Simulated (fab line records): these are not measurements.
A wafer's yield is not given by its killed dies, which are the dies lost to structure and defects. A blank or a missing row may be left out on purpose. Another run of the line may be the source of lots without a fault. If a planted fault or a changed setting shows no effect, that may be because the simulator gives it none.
fab line records | flow sky130
record lots=24 wafers=72 lastDay=50
route steps=708 shown SD_P@328 LI_CONTACT@385 VIA1@479 METAL2@486 VIA3@575
lots with no fault: from the same line, run without faults
startH: the number of hours between the record's first day and the start of the first shown wafer of the lot | waitH: time in hours since the lot's previous step | " the same as in the row above | L1.1+2: a single row standing in for several wafers | - no value, or no start was given | * or withheld: withheld | < > ~ a bound
route shown NAME@n: a module of which the file shows steps, and the number in the route of the first | usual: mean and standard deviation over wafers with no fault | same: alike in all rows | chamber/n: place in a boat | sites: per-site readings | _std_site: the standard deviation of these | _edge_site: mean of outer sites minus mean of inner sites | radiusMm: for every site, how far away it sits from the centre of the wafer | mask NAME#n: copy n | behind: the tool/chamber that last shaped the wafer | hold: why the lot was held/for how many hours/how that ended | device: transistor that didn't switch, given as n, p or np | end of line: the tests these same wafers got at the end of their route | for a step that has no rows: nothing shown but its recipe | killed: the dies lost at the first sort to structure and to defects; this is not the yield of the wafer | map: the dies of a wafer, with x for killed, . for not killed, _ for no die there
set.NAME: the setting that was run; set.NAME@STEP: the one run at that earlier step | model.NAME: the simulator's own value behind a step, which no gauge read
a sample of lots followed through the steps of the route, with each step as a table and each wafer as a row
services: from which hour (startH, from the record's first day; less than 0 if before it) a tool's chamber was out of use, for how many hours, and why
## steps
# step SKY_SD_P_OVL_MEAS_08
# usual SD_P_OVL=0.0/1.3
# columns lot.wafer tool chamber startH waitH SD_P_OVL[nm]
L075.3 overlay-02 - 631.93 0.1 -1.1
L075.5 " - " " 1.4
L075.6 " - " " 2.2
L078.1 overlay-02 - 633.16 0.1 1.6
L078.3 " - " " 2.3
L078.4 " - " " 0.9
L076.1 overlay-01 - 637.91 0.1 0.0
L076.4 " - " " 0.9
L076.5 " - " " 0.3
L074.1 overlay-02 - 638.46 0.1 1.4
L074.3 " - " " 2.3
L074.5 " - " " 0.6
L077.1 overlay-02 - 641.51 0.1 0.2
L077.2 " - " " 0.7
L077.4 " - " " 2.5
L080.3 overlay-01 - 650.32 0.1 2.5
L080.5 " - " " 3.0
L080.6 " - " " 2.1
L079.4 overlay-02 - 652.18 0.1 -1.0
L079.5 " - " " -2.3
L079.6 " - " " -0.7
L081.4 overlay-02 - 654.54 0.1 0.5
L081.5 " - " " 0.9
L081.6 " - " " -0.1
L082.3 overlay-01 - 666.58 0.1 -0.6
L082.4 " - " " -1.5
L082.5 " - " " -1.0
L083.3 overlay-01 - 678.27 0.1 0.1
L083.5 " - " " -0.5
L083.6 " - " " 0.2
L084.1 overlay-02 - 685.06 0.1 -0.9
L084.2 " - " " -2.0
L084.4 " - " " -2.0
L085.1 overlay-01 - 687.96 0.1 0.2
L085.3 " - " " -0.6
L085.5 " - " " 0.7
L086.1 overlay-02 - 696.73 0.1 -0.4
L086.3 " - " " 1.3
L086.5 " - " " 1.8
L087.3 overlay-02 - 703.73 0.1 -2.3
L087.4 " - " " -2.7
L087.6 " - " " -2.7
L088.2 overlay-01 - 710.07 0.1 -1.1
L088.3 " - " " -3.3
L088.6 " - " " -1.1
L089.1 overlay-02 - 720.06 0.1 0.7
L089.2 " - " " 1.4
L089.3 " - " " 0.7
L090.1 overlay-01 - 730.78 0.1 -3.0
L090.2 " - " " -2.4
L090.6 " - " " -1.2
L091.1 overlay-02 - 735.62 0.1 0.3
L091.3 " - " " -0.1
L091.4 " - " " 1.3
L092.1 overlay-02 - 742.97 0.1 0.2
L092.4 " - " " 0.0
L092.6 " - " " 0.1
L093.1 overlay-01 - 750.31 0.1 -0.1
L093.2 " - " " 1.0
L093.4 " - " " 0.5
L094.2 overlay-02 - 762.32 0.1 -2.1
L094.3 " - " " -0.5
L094.4 " - " " -2.6
L095.4 overlay-02 - 767.58 0.1 0.0
L095.5 " - " " 1.3
L095.6 " - " " 0.1
L096.1 overlay-02 - 769.86 0.1 -0.6
L096.3 " - " " 0.4
L096.4 " - " " -2.3
L097.2 overlay-01 - 778.62 0.1 -1.2
L097.3 " - " " -1.2
L097.6 " - " " -2.0
# step SKY_LI_CONTACT_THK_MEAS_23
# recipe thkMeasGauge=xrf reads=W_of_LI_CONTACT_CVD_21
# usual LI_CONTACT_W_THK=408/12
# columns lot.wafer tool chamber startH waitH LI_CONTACT_W_THK[nm]
L075.3 filmMetro-01 - 719.09 0.1 403
L075.5 " - " " 409
L075.6 " - " " 396
L078.1 filmMetro-04 - 720.12 0.1 414
L078.3 " - " " 409
L078.4 " - " " 413
L076.1 filmMetro-04 - 724.87 0.1 433
L076.4 " - " " 428
L076.5 " - " " 429
L074.1 filmMetro-01 - 725.48 0.1 413
L074.3 " - " " 401
L074.5 " - " " 403
L077.1 filmMetro-04 - 729.30 0.1 418
L077.2 " - " " 425
L077.4 " - " " 428
L080.3 filmMetro-01 - 737.68 0.1 393
L080.5 " - " " 390
L080.6 " - " " 389
L079.4 filmMetro-02 - 738.08 0.1 407
L079.5 " - " " 411
L079.6 " - " " 405
L081.4 filmMetro-01 - 742.35 0.1 391
L081.5 " - " " 393
L081.6 " - " " 396
L082.3 filmMetro-01 - 751.41 0.1 390
L082.4 " - " " 393
L082.5 " - " " 399
L083.3 filmMetro-01 - 763.00 0.1 397
L083.5 " - " " 393
L083.6 " - " " 395
L084.1 filmMetro-04 - 770.60 0.1 417
L084.2 " - " " 417
L084.4 " - " " 418
L085.1 filmMetro-04 - 772.19 0.1 409
L085.3 " - " " 418
L085.5 " - " " 412
L086.1 filmMetro-02 - 782.63 0.1 407
L086.3 " - " " 404
L086.5 " - " " 403
L087.3 filmMetro-01 - 787.42 0.1 402
L087.4 " - " " 401
L087.6 " - " " 400
L088.2 filmMetro-01 - 792.56 0.1 392
L088.3 " - " " 392
L088.6 " - " " 394
L089.1 filmMetro-02 - 802.84 0.1 420
L089.2 " - " " 419
L089.3 " - " " 428
L090.1 filmMetro-04 - 812.74 0.1 398
L090.2 " - " " 414
L090.6 " - " " 412
L091.1 filmMetro-01 - 817.39 0.1 392
L091.3 " - " " 397
L091.4 " - " " 391
L092.1 filmMetro-04 - 825.83 0.1 408
L092.4 " - " " 411
L092.6 " - " " 407
L093.1 filmMetro-01 - 832.77 0.1 402
L093.2 " - " " 395
L093.4 " - " " 397
L094.2 filmMetro-02 - 844.67 0.1 425
L094.3 " - " " 425
L094.4 " - " " 412
L095.4 filmMetro-04 - 850.16 0.1 431
L095.5 " - " " 424
L095.6 " - " " 432
L096.1 filmMetro-01 - 851.87 0.1 403
L096.3 " - " " 403
L096.4 " - " " 408
L097.2 filmMetro-02 - 860.98 0.1 427
L097.3 " - " " 412
L097.6 " - " " 420
# step SKY_VIA1_CVD_21
# recipe material=W targetThkNm=270 timeS=80.902 tempC=400 pressureTorr=40
# usual heaterPowerW=839/40
# columns lot.wafer tool chamber startH waitH heaterPowerW
L075.3 cvdW-02 0 832.13 0.1 887
L075.5 " 1 " " 789
L075.6 " 0 " " 874
L078.1 cvdW-02 1 832.83 0.0 809
L078.3 " 0 " " 910
L078.4 " 1 " " 816
L076.1 cvdW-02 1 839.25 0.0 809
L076.4 " 1 " " 805
L076.5 " 0 " " 869
L074.1 cvdW-01 0 839.26 0.0 871
L074.3 " 0 " " 853
L074.5 " 0 " " 894
L077.1 cvdW-01 0 841.46 0.0 873
L077.2 " 1 " " 792
L077.4 " 0 " " 856
L080.3 cvdW-02 0 849.60 0.1 884
L080.5 " 0 " " 895
L080.6 " 1 " " 801
L079.4 cvdW-02 0 851.26 0.1 900
L079.5 " 1 " " 813
L079.6 " 0 " " 873
L081.4 cvdW-02 1 855.09 0.1 798
L081.5 " 0 " " 894
L081.6 " 1 " " 802
L082.3 cvdW-02 1 864.09 0.1 808
L082.4 " 0 " " 879
L082.5 " 1 " " 801
L083.3 cvdW-02 0 873.43 0.1 850
L083.5 " 1 " " 803
L083.6 " 0 " " 880
L084.1 cvdW-01 0 880.68 0.0 862
L084.2 " 1 " " 799
L084.4 " 1 " " 828
L085.1 cvdW-02 1 883.27 0.0 798
L085.3 " 1 " " 789
L085.5 " 0 " " 890
L086.1 cvdW-02 0 893.81 0.0 897
L086.3 " 0 " " 884
L086.5 " 1 " " 822
L087.3 cvdW-01 0 898.10 0.1 866
L087.4 " 1 " " 806
L087.6 " 0 " " 855
L088.2 cvdW-01 1 902.35 0.0 819
L088.3 " 0 " " 862
L088.6 " 1 " " 827
L089.1 cvdW-01 1 911.80 0.0 834
L089.2 " 0 " " 887
L089.3 " 0 " " 887
L090.1 cvdW-01 1 924.88 0.0 837
L090.2 " 0 " " 855
L090.6 " 1 " " 838
L091.1 cvdW-02 0 925.54 0.0 817
L091.3 " 1 " " 783
L091.4 " 0 " " 808
L092.1 cvdW-01 0 931.88 0.0 876
L092.4 " 1 " " 791
L092.6 " 1 " " 838
L093.1 cvdW-02 0 938.55 0.0 812
L093.2 " 1 " " 803
L093.4 " 1 " " 782
L094.2 cvdW-02 1 951.79 0.0 782
L094.3 " 1 " " 781
L094.4 " 0 " " 831
L095.4 cvdW-01 1 956.98 0.1 827
L095.5 " 1 " " 846
L095.6 " 0 " " 889
L096.1 cvdW-02 0 958.06 0.0 824
L096.3 " 1 " " 781
L096.4 " 0 " " 829
L097.2 cvdW-01 1 966.40 0.0 820
L097.3 " 1 " " 813
L097.6 " 1 " " 811
# step SKY_METAL2_SPUTTER_03
# recipe material=Ti targetThkNm=5 powerW=3000 timeS=3.3 chamberPressurePa=0.4
# usual chamberPressurePa=0.4001/0.00075 throttleValvePct=30.3/1.2
# columns lot.wafer tool chamber startH waitH chamberPressurePa throttleValvePct
L075.3 pvdSputter-01 - 832.74 0.0 0.3993 29.5
L075.5 " - " " 0.3999 31.8
L075.6 " - " " 0.4007 31.1
L078.1 pvdSputter-04 - 833.53 0.0 0.3996 28.5
L078.3 " - " " 0.4004 32.0
L078.4 " - " " 0.4003 30.8
L076.1 pvdSputter-01 - 839.90 0.0 0.4008 29.9
L076.4 " - " " 0.4003 30.9
L076.5 " - " " 0.4004 30.6
L074.1 pvdSputter-04 - 839.90 0.0 0.4000 28.5
L074.3 " - " " 0.4005 30.7
L074.5 " - " " 0.3991 28.8
L077.1 pvdSputter-01 - 842.11 0.0 0.4008 31.8
L077.2 " - " " 0.4000 30.8
L077.4 " - " " 0.4003 30.9
L080.3 pvdSputter-01 - 850.22 0.0 0.4011 31.6
L080.5 " - " " 0.4001 30.6
L080.6 " - " " 0.4009 30.9
L079.4 pvdSputter-01 - 851.87 0.0 0.3993 31.9
L079.5 " - " " 0.3993 29.6
L079.6 " - " " 0.3999 31.7
L081.4 pvdSputter-03 - 855.70 0.0 0.3989 28.2
L081.5 " - " " 0.4014 32.0
L081.6 " - " " 0.3995 28.5
L082.3 pvdSputter-03 - 864.70 0.0 0.4009 32.0
L082.4 " - " " 0.4018 30.2
L082.5 " - " " 0.4010 28.3
L083.3 pvdSputter-01 - 874.14 0.0 0.4013 29.7
L083.5 " - " " 0.3996 29.8
L083.6 " - " " 0.3989 30.7
L084.1 pvdSputter-03 - 881.32 0.0 0.4002 28.4
L084.2 " - " " 0.3993 30.1
L084.4 " - " " 0.3994 29.1
L085.1 pvdSputter-01 - 883.91 0.0 0.3996 29.5
L085.3 " - " " 0.4007 30.5
L085.5 " - " " 0.3995 32.0
L086.1 pvdSputter-03 - 894.48 0.0 0.3998 32.2
L086.3 " - " " 0.3992 28.3
L086.5 " - " " 0.3996 29.8
L087.3 pvdSputter-01 - 898.71 0.0 0.3998 29.5
L087.4 " - " " 0.4002 30.6
L087.6 " - " " 0.4017 30.5
L088.2 pvdSputter-03 - 903.00 0.0 0.4002 29.9
L088.3 " - " " 0.3999 31.9
L088.6 " - " " 0.3992 29.4
L089.1 pvdSputter-03 - 912.44 0.0 0.3994 31.8
L089.2 " - " " 0.3998 29.8
L089.3 " - " " 0.4000 28.5
L090.1 pvdSputter-01 - 925.53 0.0 0.3999 31.7
L090.2 " - " " 0.3995 31.0
L090.6 " - " " 0.4005 30.9
L091.1 pvdSputter-04 - 926.18 0.0 0.4003 28.7
L091.3 " - " " 0.3997 31.9
L091.4 " - " " 0.4011 30.7
L092.1 pvdSputter-04 - 932.53 0.0 0.4017 30.8
L092.4 " - " " 0.3995 28.7
L092.6 " - " " 0.4004 28.7
L093.1 pvdSputter-01 - 939.20 0.0 0.4006 29.6
L093.2 " - " " 0.3996 31.5
L093.4 " - " " 0.4018 31.0
L094.2 pvdSputter-04 - 952.43 0.0 0.4007 30.9
L094.3 " - " " 0.4006 28.6
L094.4 " - " " 0.3998 32.0
L095.4 pvdSputter-01 - 957.60 0.0 0.4013 30.3
L095.5 " - " " 0.4003 30.8
L095.6 " - " " 0.3986 31.7
L096.1 pvdSputter-03 - 959.10 0.0 0.4005 28.5
L096.3 " - " " 0.4001 29.2
L096.4 " - " " 0.4001 31.8
L097.2 pvdSputter-01 - 967.08 0.0 0.3984 30.8
L097.3 " - " " 0.4014 29.8
L097.6 " - " " 0.4009 29.5
# step SKY_VIA3_CMP_02
# recipe material=SiO2 downForcePsi=4 platenRpm=60 padVelocityMS=0.94248
# usual motorCurrentA=11.9/0.91 slurryFilterDpKPa=13.49/0.14
# columns lot.wafer tool chamber startH waitH motorCurrentA slurryFilterDpKPa
L075.3 cmp-01 2 938.11 0.1 12.9 13.49
L075.5 " 0 " " 12.4 13.68
L075.6 " 1 " " 11.0 13.19
L078.4 cmp-02 3 939.91 0.0 13.0 13.32
L078.3 " 0 " " 12.2 13.48
L078.1 " 2 " " 10.9 13.32
L076.1 cmp-02 3 944.52 0.2 12.4 13.56
L076.4 " 0 " " 12.5 13.37
L076.5 " 3 " " 12.5 13.53
L074.3 cmp-01 1 946.21 0.1 10.6 13.36
L074.1 " 3 " " 11.1 13.43
L074.5 " 0 " " 11.8 13.48
L077.2 cmp-02 3 948.63 0.0 12.5 13.33
L077.1 " 0 " " 12.7 13.51
L077.4 " 1 " " 12.2 13.64
L080.3 cmp-01 1 953.61 0.3 10.5 13.52
L080.6 " 0 " " 12.4 13.31
L080.5 " 1 " " 10.5 13.50
L079.4 cmp-01 0 957.82 0.0 12.9 13.33
L079.6 " 0 " " 12.5 13.60
L079.5 " 1 " " 11.2 13.79
L081.4 cmp-01 0 960.50 0.0 12.2 13.12
L081.5 " 0 " " 12.1 13.80
L081.6 " 1 " " 11.1 13.50
L082.3 cmp-01 2 969.26 0.0 12.4 13.41
L082.4 " 0 " " 12.1 13.65
L082.5 " 2 " " 12.7 13.38
L083.3 cmp-02 2 978.06 0.1 11.3 13.40
L083.6 " 1 " " 11.6 13.67
L083.5 " 2 " " 12.0 13.42
L084.1 cmp-01 0 984.41 0.1 12.7 13.55
L084.2 " 2 " " 13.5 13.62
L084.4 " 3 " " 9.8 13.53
L085.3 cmp-02 1 988.10 0.0 12.8 13.44
L085.1 " 3 " " 12.2 13.42
L085.5 " 1 " " 13.0 13.59
L086.3 cmp-01 3 997.18 0.1 10.5 13.77
L086.1 " 0 " " 12.4 13.36
L086.5 " 2 " " 12.7 13.41
L087.3 cmp-02 2 1000.44 0.1 12.3 13.59
L087.4 " 3 " " 12.9 13.41
L087.6 " 1 " " 12.7 13.50
L088.2 cmp-01 1 1004.98 0.0 11.3 13.40
L088.3 " 0 " " 12.2 13.68
L088.6 " 2 " " 13.2 13.16
L089.2 cmp-01 0 1012.69 0.0 11.9 13.37
L089.3 " 2 " " 12.2 13.67
L089.1 " 3 " " 10.3 13.38
L090.2 cmp-02 1 1025.66 0.0 12.7 13.66
L090.1 " 2 " " 11.7 13.39
L090.6 " 1 " " 12.3 13.37
L091.1 cmp-01 1 1027.05 0.1 11.0 13.55
L091.4 " 2 " " 13.4 13.45
L091.3 " 3 " " 10.2 13.55
L092.4 cmp-01 0 1031.96 0.0 11.9 13.83
L092.1 " 3 " " 10.5 13.40
L092.6 " 1 " " 10.5 13.22
L093.1 cmp-01 3 1038.28 0.1 10.0 13.73
L093.2 " 0 " " 13.1 13.71
L093.4 " 1 " " 10.5 13.61
L094.4 cmp-02 2 1049.51 0.0 11.5 13.68
L094.2 " 0 " " 12.2 13.48
L094.3 " 1 " " 12.2 13.46
L095.4 cmp-02 2 1054.04 0.2 11.8 13.51
L095.5 " 3 " " 12.8 13.31
L095.6 " 0 " " 11.8 13.61
L096.4 cmp-01 2 1057.75 0.0 12.7 13.35
L096.3 " 0 " " 12.4 13.45
L096.1 " 1 " " 11.1 13.67
L097.3 cmp-02 2 1064.51 0.1 11.9 13.38
L097.2 " 3 " " 13.0 13.62
L097.6 " 1 " " 12.1 13.36
# step SKY_VIA3_ETCH_14
# recipe chemistry=N2/H2 target=BARC ionEnergyEv=200 sourceW=491.3 biasW=100 pressureMtorr=30 n2FlowSccm=100 h2FlowSccm=200 stopOn=SiO2 timeS=45.9 targetDepthA=600
# usual chamberPressureMTorr=30.001/0.026 drypumpMotorCurrentA=5.9/0.42 n2FlowSccm=100.0/0.31 oesProductAu=0.855/0.0053 throttleValvePct=13.224/0.0093
# columns lot.wafer tool chamber startH waitH chamberPressureMTorr drypumpMotorCurrentA n2FlowSccm oesProductAu rfHoursCounterH throttleValvePct
L075.3 rieDiel-01 0 962.62 0.0 30.084 6.2 100.1 0.851 9 13.234
L075.5 " 0 " " 30.030 6.2 100.6 0.855 - 13.241
L075.6 " 3 " " 30.027 5.1 100.4 0.855 - 13.207
L078.1 rieDiel-04 1 964.05 0.0 29.964 5.4 100.4 0.849 22 13.230
L078.3 " 0 " " 30.014 5.5 100.1 0.849 8 13.222
L078.4 " 2 " " 30.014 6.2 99.9 0.856 6 13.225
L076.1 rieDiel-04 0 969.06 0.0 29.978 5.5 99.8 0.866 8 13.231
L076.4 " 2 " " 29.992 6.2 100.5 0.854 6 13.214
L076.5 " 2 " " 29.987 6.2 100.7 0.849 - 13.218
L074.1 rieDiel-01 0 970.25 0.0 30.025 6.2 99.8 0.856 9 13.219
L074.3 " 3 " " 30.002 5.1 99.8 0.855 17 13.212
L074.5 " 3 " " 29.982 5.1 100.1 0.857 - 13.211
L077.1 rieDiel-01 2 973.11 0.0 30.012 5.7 100.3 0.853 22 13.222
L077.2 " 3 " " 30.056 5.1 100.4 0.855 17 13.222
L077.4 " 0 " " 30.003 6.2 99.3 0.861 9 13.234
L080.3 rieDiel-03 0 977.50 0.0 29.970 6.1 99.9 0.849 20 13.214
L080.5 " 0 " " 30.010 6.1 100.2 0.852 - 13.221
L080.6 " 2 " " 30.012 6.5 100.1 0.857 - 13.220
L079.4 rieDiel-03 0 982.97 0.0 29.972 6.1 100.1 0.854 - 13.234
L079.5 " 2 " " 30.005 6.5 100.3 0.857 - 13.231
L079.6 " 1 " " 29.925 6.0 99.9 0.846 - 13.230
L081.4 rieDiel-03 3 985.45 0.0 30.036 6.4 100.1 0.854 15 13.224
L081.5 " 2 " " 30.020 6.5 100.1 0.847 - 13.230
L081.6 " 3 " " 30.029 6.4 100.4 0.855 - 13.224
L082.3 rieDiel-04 1 993.31 0.0 29.993 5.4 100.0 0.854 23 13.212
L082.4 " 2 " " 29.986 6.2 100.2 0.853 7 13.227
L082.5 " 3 " " 29.993 6.1 99.8 0.851 - 13.213
L083.3 rieDiel-04 0 1001.70 0.0 29.931 5.5 100.7 0.853 9 13.204
L083.5 " 3 " " 30.040 6.0 99.9 0.863 - 13.213
L083.6 " 0 " " 30.000 5.5 100.6 0.857 - 13.234
L084.1 rieDiel-01 3 1008.05 0.0 29.939 5.1 100.3 0.854 18 13.222
L084.2 " 2 " " 30.003 5.7 99.7 0.850 24 13.227
L084.4 " 1 " " 29.983 6.0 100.2 0.850 1 13.235
L085.1 rieDiel-04 0 1011.85 0.0 30.008 5.5 99.6 0.861 9 13.231
L085.3 " 3 " " 29.990 6.0 100.1 0.852 8 13.209
L085.5 " 2 " " 29.997 6.2 99.7 0.854 - 13.241
L086.1 rieDiel-04 2 1020.50 0.0 29.984 6.2 99.9 0.857 8 13.218
L086.3 " 3 " " 29.980 6.0 100.0 0.850 8 13.225
L086.5 " 1 " " 29.986 5.4 100.1 0.857 - 13.220
L087.3 rieDiel-04 1 1023.55 0.0 30.014 5.5 100.8 0.849 24 13.237
L087.4 " 2 " " 29.982 6.2 100.1 0.850 8 13.227
L087.6 " 3 " " 30.003 6.0 100.1 0.847 - 13.227
L088.2 rieDiel-01 1 1027.55 0.0 29.997 6.1 100.3 0.851 2 13.223
L088.3 " 0 " " 29.979 6.2 100.0 0.858 11 13.219
L088.6 " 0 " " 30.004 6.2 100.4 0.848 - 13.243
L089.1 rieDiel-01 0 1034.75 0.0 30.005 6.2 99.6 0.859 11 13.229
L089.2 " 3 " " 30.009 5.1 100.3 0.861 19 13.237
L089.3 " 2 " " 30.002 5.7 99.8 0.851 24 13.231
L090.1 rieDiel-01 1 1048.50 0.0 29.976 6.1 100.1 0.845 3 13.220
L090.2 " 3 " " 29.992 5.1 100.4 0.844 19 13.232
L090.6 " 0 " " 29.976 6.2 99.6 0.843 - 13.210
L091.1 rieDiel-01 3 1049.51 0.0 29.956 5.1 99.9 0.860 19 13.231
L091.3 " 0 " " 30.029 6.2 100.2 0.852 12 13.212
L091.4 " 1 " " 30.018 6.1 100.1 0.856 - 13.225
L092.1 rieDiel-03 1 1053.66 0.0 30.033 5.9 100.5 0.854 3 13.212
L092.4 " 0 " " 29.968 6.1 99.7 0.854 23 13.243
L092.6 " 3 " " 30.020 6.3 99.7 0.853 - 13.222
L093.1 rieDiel-01 2 1059.90 0.0 30.032 5.7 99.9 0.857 25 13.232
L093.2 " 0 " " 30.002 6.2 99.7 0.864 12 13.231
L093.4 " 1 " " 29.980 6.0 100.0 0.863 3 13.238
L094.2 rieDiel-04 0 1071.52 0.0 29.975 5.5 99.9 0.854 11 13.217
L094.3 " 3 " " 30.027 6.1 99.6 0.860 10 13.230
L094.4 " 1 " " 29.995 5.4 99.7 0.849 25 13.234
L095.4 rieDiel-01 3 1075.50 0.0 29.974 5.1 100.4 0.855 20 13.229
L095.5 " 2 " " 30.005 5.7 100.4 0.859 - 13.242
L095.6 " 1 " " 29.995 6.0 100.2 0.868 - 13.213
L096.1 rieDiel-03 0 1079.30 0.0 30.053 6.1 99.9 0.850 24 13.208
L096.3 " 1 " " 29.995 5.9 99.5 0.859 4 13.214
L096.4 " 2 " " 29.988 6.5 100.1 0.854 - 13.218
L097.2 rieDiel-01 2 1086.61 0.0 29.991 5.7 100.1 0.855 26 13.239
L097.3 " 0 " " 30.033 6.2 100.4 0.851 13 13.222
L097.6 " 0 " " 29.968 6.2 100.5 0.860 - 13.234
## services
# columns tool chamber startH hours kind
rieDiel-01 - 822.17 1.6 repair
rieDiel-01 - 823.73 0.3 repair
cvdW-01 0 827.02 6.1 repair
rieDiel-01 0 829.36 2.4 repair
pvdSputter-01 - 849.05 0.9 repair
rieDiel-01 2 862.50 14.0 repair
rieDiel-01 3 903.31 7.0 repair
cvdW-02 - 904.00 14.0 pm
cmp-01 - 912.37 4.0 pm
cvdW-01 - 913.74 1.1 repair
cvdW-02 - 918.00 6.9 pm
cvdW-01 - 924.97 4.3 pm
cvdW-02 0 928.69 6.3 repair
cmp-01 - 943.71 1.0 repair
cmp-01 - 947.10 3.8 repair
cmp-02 - 951.06 21.4 pm
cvdW-02 - 981.45 2.8 pm
cmp-02 - 990.19 1.6 repair
cvdW-01 0 1003.38 18.7 repair
cmp-02 - 1011.68 4.4 pm
cmp-01 - 1014.27 4.6 repair
pvdSputter-01 - 1040.28 6.3 repair
rieDiel-01 2 1047.04 2.9 repair
cmp-01 - 1052.83 3.3 repair
## key
fault none
